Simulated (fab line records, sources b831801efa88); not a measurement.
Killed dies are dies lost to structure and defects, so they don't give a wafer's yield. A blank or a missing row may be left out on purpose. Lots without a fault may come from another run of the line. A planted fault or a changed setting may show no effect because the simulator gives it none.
Which tool did it? | flow sky130 | 13 lots, 39 wafers sampled, at 5 steps of a route of 708

WHAT THE GAUGES READ, wafer by wafer
SKY_FIELD_ISO_THK_MEAS_04. Usual: FIELD_ISO_CVD_03_THK 164.0 nm, standard deviation 1.5.
lot  | measured    | on            | FIELD_ISO_CVD_03_THK (nm) | flag
L313 | day 1 14:02 | film_metro-02 | 164.6 163.3 164.4         |
L314 | day 1 18:29 | film_metro-02 | 161.8 163.4 162.7         |
L315 | day 1 23:37 | film_metro-01 | 166.2 165.3 165.2         |
L316 | day 2 05:50 | film_metro-01 | 166.4 164.4 163.6         |
L318 | day 2 14:29 | film_metro-01 | 166.3 165.2 166.2         |
L320 | day 3 01:02 | film_metro-01 | 163.0 164.0 164.3         |
L329 | day 5 00:55 | film_metro-04 | 163.8 164.0 164.6         |
L330 | day 5 06:46 | film_metro-02 | 163.9 163.2 163.0         |
L331 | day 5 10:34 | film_metro-02 | 163.5 163.8 162.0         |
L332 | day 5 14:46 | film_metro-04 | 164.6 163.6 163.5         |
L333 | day 5 17:47 | film_metro-02 | 164.6 163.9 164.5         |
L334 | day 5 23:38 | film_metro-01 | 162.9 164.8 164.0         |
L335 | day 6 03:52 | film_metro-04 | 166.7 166.4 164.4         |

SKY_NWELL_RS_MEAS_29: measures by four-point-probe. Usual: NWELL_RS 624.6 ohm/sq, standard deviation 1.6.
lot  | measured     | on            | NWELL_RS (ohm/sq) | flag
L313 | day 5 05:31  | film_metro-03 | 623.7 624.5 622.1 |
L314 | day 5 10:01  | film_metro-03 | 625.1 622.3 624.2 |
L315 | day 5 16:58  | film_metro-04 | 624.3 624.8 622.9 |
L316 | day 6 00:29  | film_metro-03 | 615.0 614.7 614.9 | OFF
L318 | day 6 12:46  | film_metro-02 | 618.1 617.3 619.6 | OFF
L320 | day 7 02:29  | film_metro-03 | 624.7 625.4 627.0 |
L329 | day 9 11:13  | film_metro-02 | 621.3 623.4 623.0 |
L330 | day 9 18:00  | film_metro-02 | 625.6 627.5 626.9 |
L331 | day 10 01:07 | film_metro-03 | 628.7 626.2 628.1 |
L332 | day 10 07:02 | film_metro-02 | 625.2 623.7 624.3 |
L333 | day 10 09:16 | film_metro-02 | 626.5 625.2 626.4 |
L334 | day 10 17:16 | film_metro-03 | 625.8 624.0 626.2 |
L335 | day 11 02:35 | film_metro-02 | 622.7 621.3 623.4 |

SKY_LDD_N_OVL_MEAS_07. Usual: LDD_N_OVL -0.2 nm, standard deviation 1.1.
lot  | measured     | on         | LDD_N_OVL (nm) | flag
L313 | day 17 19:30 | overlay-02 | -0.2 -0.5 -1.0 |
L314 | day 18 01:19 | overlay-02 | -1.1 -0.3 -0.5 |
L315 | day 18 14:49 | overlay-01 | 0.1 1.6 0.6    |
L316 | day 18 23:53 | overlay-02 | 0.3 -0.3 -0.3  |
L318 | day 19 18:31 | overlay-01 | 1.5 1.1 0.0    |
L320 | day 20 16:37 | overlay-02 | 0.6 0.1 1.2    |
L329 | day 24 10:38 | overlay-01 | -1.0 -3.0 -0.2 |
L330 | day 24 09:23 | overlay-01 | -0.7 -1.0 -0.5 |
L331 | day 24 15:46 | overlay-01 | -0.5 0.2 -1.4  |
L332 | day 24 21:40 | overlay-01 | -1.0 -0.4 -0.6 |
L333 | day 25 01:50 | overlay-02 | 1.7 0.2 1.5    |
L334 | day 25 09:32 | overlay-01 | 0.5 1.2 0.0    |
L335 | day 26 00:49 | overlay-01 | 0.2 -0.1 1.9   |

SKY_CONTACT_RS_MEAS_25: measures by four-point-probe. Usual: CONTACT_W_RS 0.339 ohm/sq, standard deviation 0.0038.
lot  | measured     | on            | CONTACT_W_RS (ohm/sq) | flag
L313 | day 31 18:29 | film_metro-02 | 0.341 0.344 0.344     |
L314 | day 31 22:31 | film_metro-02 | 0.341 0.338 0.339     |
L315 | day 32 07:29 | film_metro-02 | 0.345 0.340 0.346     |
L316 | day 32 18:14 | film_metro-04 | 0.335 0.340 0.338     |
L318 | day 33 08:38 | film_metro-01 | 0.347 0.342 0.344     |
L320 | day 34 06:10 | film_metro-04 | 0.338 0.336 0.332     |
L329 | day 37 11:31 | film_metro-04 | 0.336 0.333 0.340     |
L330 | day 37 10:43 | film_metro-02 | 0.343 0.340 0.338     |
L331 | day 37 18:40 | film_metro-02 | 0.335 0.340 0.337     |
L332 | day 37 20:09 | film_metro-04 | 0.342 0.340 0.341     |
L333 | day 38 01:34 | film_metro-01 | 0.346 0.345 0.339     |
L334 | day 38 07:07 | film_metro-04 | 0.345 0.350 0.347     |
L335 | day 38 21:55 | film_metro-02 | 0.336 0.338 0.337     |

WHICH TOOL RAN EACH LOT (tool, then ch and the chambers of the sampled wafers, then the start)
lot  | SKY_NWELL_IMPLANT_12
L313 | implanter-04 ch 0, day 4 11:29
L314 | implanter-04 ch 0, day 4 17:10
L315 | implanter-04 ch 0, day 4 23:02
L316 | implanter-04 ch 0, day 5 05:32
L318 | implanter-04 ch 0, day 5 17:20
L320 | implanter-01 ch 0, day 6 06:17
L329 | implanter-01 ch 0, day 8 11:52
L330 | implanter-01 ch 0, day 8 19:32
L331 | implanter-01 ch 0, day 9 03:01
L332 | implanter-04 ch 0, day 9 08:44
L333 | implanter-04 ch 0, day 9 10:46
L334 | implanter-04 ch 0, day 9 18:22
L335 | implanter-01 ch 0, day 10 02:20
- SKY_NWELL_IMPLANT_12

WHAT THE TOOLS THEMSELVES READ (means of the sampled wafers that have a number; where no wafer has one, the mark that the record gives instead)
SKY_NWELL_IMPLANT_12. Usual: beam_on_s 10.00 s, standard deviation 0.2; end_station_pressure_torr 5.05e-06 Torr, standard deviation 2.8e-07; faraday_current_uA 7.33, standard deviation 0.14.
lot  | tool         | beam_on_s (s) | end_station_pressure_torr (Torr) | faraday_current_uA | flag
L313 | implanter-04 | 10.09         | 4.93e-06                         | 7.30               |
L314 | implanter-04 | 10.19         | 5.05e-06                         | 7.21               |
L315 | implanter-04 | 9.87          | 5.02e-06                         | 7.39               |
L316 | implanter-04 | 12.35         | 4.94e-06                         | 5.93               | OFF
L318 | implanter-04 | 12.58         | 5.17e-06                         | 5.82               | OFF
L320 | implanter-01 | 9.81          | 4.94e-06                         | 7.48               |
L329 | implanter-01 | 9.63          | 4.93e-06                         | 7.58               |
L330 | implanter-01 | 9.88          | 5.22e-06                         | 7.40               |
L331 | implanter-01 | 10.11         | 5.15e-06                         | 7.25               |
L332 | implanter-04 | 9.74          | 5.38e-06                         | 7.50               |
L333 | implanter-04 | 9.91          | 4.84e-06                         | 7.40               |
L334 | implanter-04 | 10.02         | 5.26e-06                         | 7.32               |
L335 | implanter-01 | 10.29         | 4.91e-06                         | 7.13               |

THE ANSWER, worked out from the rows above alone
Rule: a lot is off if the mean of its wafers that have a number lies more than 3 standard deviations from the usual mean. A lot without any number at a reading at which 4 lots or more have one is off too. The other lots that the step has rows for count as sound. The gauges are gone through in route order, then the tools' own readings, and for those a lot's mean is taken as printed above. The first step at which some lot is off is used, and at that step the reading that is off furthest; a lot without a number counts as furthest.
Off: L316, L318, at SKY_NWELL_RS_MEAS_29 (NWELL_RS).
A tool fits if, at a process step before that reading, it ran every lot that is off, and no sound lot after the first of them. The gauges at SKY_NWELL_RS_MEAS_29 aren't tried: what is off there is off at SKY_NWELL_IMPLANT_12 too, on other tools, and a gauge's error can't cause that. None of those tried fits.

WHAT THE SIMULATOR HAD PUT IN
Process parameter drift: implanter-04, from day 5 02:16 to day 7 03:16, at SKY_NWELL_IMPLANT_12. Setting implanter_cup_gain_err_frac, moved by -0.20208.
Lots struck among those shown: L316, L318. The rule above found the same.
